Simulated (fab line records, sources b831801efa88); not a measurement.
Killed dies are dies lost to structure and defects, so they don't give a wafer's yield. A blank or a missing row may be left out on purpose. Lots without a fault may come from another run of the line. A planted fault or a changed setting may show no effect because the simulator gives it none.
Chamber matching | flow gf180mcu | GF_STI_CMP_25 on cmp-02: 4 sister chambers
The step polishes, stops on Si3N4, t overpolish 33 s, target thk 524.6 nm. 4 wafers are shown with their chamber, then 7 later ones without.

WAFERS WITH THEIR CHAMBER
wafer  | chamber | motor_current_A (A)
L880.2 | 0       | 13.1
L887.4 | 3       | 12.8
L890.1 | 2       | 12.3
L890.3 | 1       | 9.8

WAFERS WITHOUT THEIR CHAMBER
wafer  | motor_current_A (A)
L890.6 | 11.9
L893.1 | 9.6
L893.3 | 11.7
L893.6 | 12.2
L901.2 | 13.3
L901.3 | 11.6
L901.4 | 9.8

WHICH CHAMBER EACH WENT THROUGH
wafer  | from the rows above     | in truth
L890.6 | can't be placed: 2 or 3 | 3
L893.1 | 1                       | 1
L893.3 | can't be placed: 2 or 3 | 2
L893.6 | can't be placed: 2 or 3 | 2
L901.2 | can't be placed: 0 or 3 | 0
L901.3 | can't be placed: 2 or 3 | 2
L901.4 | 1                       | 1
Placed correctly: 2 of 7. Can't be placed from these rows: 5 (the true chamber is among the candidates in 5). Placed wrongly: 0.
How it was worked out, from the rows above alone: a wafer's distance from a chamber is the root of the sum, over the readings, of the square of ((its reading less the chamber's mean) divided by the reading's scatter). The wafer belongs to the nearest chamber; if the next one is less than 2 further off, it can't be placed. A chamber's mean is the mean of its shown wafers. The scatter: with one shown wafer a chamber, the root of the mean of the squares of how far each hidden wafer lies from its nearest shown one.
